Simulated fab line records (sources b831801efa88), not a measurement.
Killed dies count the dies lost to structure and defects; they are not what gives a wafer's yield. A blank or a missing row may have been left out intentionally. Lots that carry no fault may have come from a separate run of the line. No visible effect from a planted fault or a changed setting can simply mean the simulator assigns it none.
The tool behind it: which one? || flow sky130 || 6 lots with 18 wafers sampled at 3 steps, on a route of 708 steps

== WHAT THE GAUGES SHOWED, per wafer ==
SKY_LI_CONTACT_CD_MEAS_12: target cd 170 nm.
{"lot": "L282", "measured": "day 30 08:47", "on": "cd sem-01", "cd nm (nm)": "170.4 170.3 169.4"}
{"lot": "L287", "measured": "day 31 00:36", "on": "cd sem-01", "cd nm (nm)": "171.2 172.2 169.7"}
{"lot": "L294", "measured": "day 33 14:27", "on": "cd sem-02", "cd nm (nm)": "137.6 138.9 139.0"}
{"lot": "L300", "measured": "day 35 11:46", "on": "cd sem-01", "cd nm (nm)": "169.1 168.9 169.5"}
{"lot": "L302", "measured": "day 36 18:10", "on": "cd sem-01", "cd nm (nm)": "171.2 172.8 171.4"}
{"lot": "L303", "measured": "day 37 13:10", "on": "cd sem-01", "cd nm (nm)": "168.4 169.2 168.2"}

== EACH LOT AND THE TOOL THAT RAN IT (in order: tool; ch and the chambers of the sampled wafers; start) ==
{"lot": "L282", "SKY_SPACER_ETCHBACK_02": "rie diel-03 ch 0,3, day 24 06:43", "SKY_LI_CONTACT_EXPOSE_09": "krf scanner-02 ch 0, day 29 19:17"}
{"lot": "L287", "SKY_SPACER_ETCHBACK_02": "rie diel-03 ch 0,2,3, day 24 21:35", "SKY_LI_CONTACT_EXPOSE_09": "krf scanner-02 ch 0, day 30 10:48"}
{"lot": "L294", "SKY_SPACER_ETCHBACK_02": "rie diel-04 ch 2,3, day 27 20:16", "SKY_LI_CONTACT_EXPOSE_09": "krf scanner-02 ch 0, day 33 01:41"}
{"lot": "L300", "SKY_SPACER_ETCHBACK_02": "rie diel-03 ch 1,2,3, day 29 18:39", "SKY_LI_CONTACT_EXPOSE_09": "krf scanner-02 ch 0, day 34 22:51"}
{"lot": "L302", "SKY_SPACER_ETCHBACK_02": "rie diel-02 ch 0,2, day 31 04:41", "SKY_LI_CONTACT_EXPOSE_09": "krf scanner-02 ch 0, day 36 05:34"}
{"lot": "L303", "SKY_SPACER_ETCHBACK_02": "rie diel-03 ch 1,2,3, day 31 23:59", "SKY_LI_CONTACT_EXPOSE_09": "krf scanner-02 ch 0, day 37 00:32"}
- SKY_SPACER_ETCHBACK_02: etches Si3N4 in CH3F/O2, stops on SiO2, time 46.7 s, target depth 45 nm.
- SKY_LI_CONTACT_EXPOSE_09: exposes mask LICM1, target cd 170 nm.

== THE ANSWER, worked out from the rows above alone ==
Rule: the lots themselves supply what counts as usual. The widest of any qualifying gaps counts: lots, ordered by their means at a reading, are off when they make up no more than a third of the lots, leave a main group of 4 or more, and stand apart from it by 3 or more times the standard deviation of that group's means. A main group is skipped when, at the precision printed for the reading in the tables above, its means are all equal. Also off: a lot with no number at a reading for which 4 or more lots have one. All remaining lots with rows at the step are treated as sound.
Off: L294, at SKY_LI_CONTACT_CD_MEAS_12 (cd nm). For the main group the mean is 170.1 nm and the standard deviation 1.2.
If a tool, at a process step before that reading, ran all the lots that are off and no sound lot after the first of them, it fits. Those tools and the gauges at SKY_LI_CONTACT_CD_MEAS_12 are tried in the same way. Can't be told from this: 2 tools fit, rie diel-04 at SKY_SPACER_ETCHBACK_02, cd sem-02 at SKY_LI_CONTACT_CD_MEAS_12.

== WHAT WAS PUT IN BY THE SIMULATOR ==
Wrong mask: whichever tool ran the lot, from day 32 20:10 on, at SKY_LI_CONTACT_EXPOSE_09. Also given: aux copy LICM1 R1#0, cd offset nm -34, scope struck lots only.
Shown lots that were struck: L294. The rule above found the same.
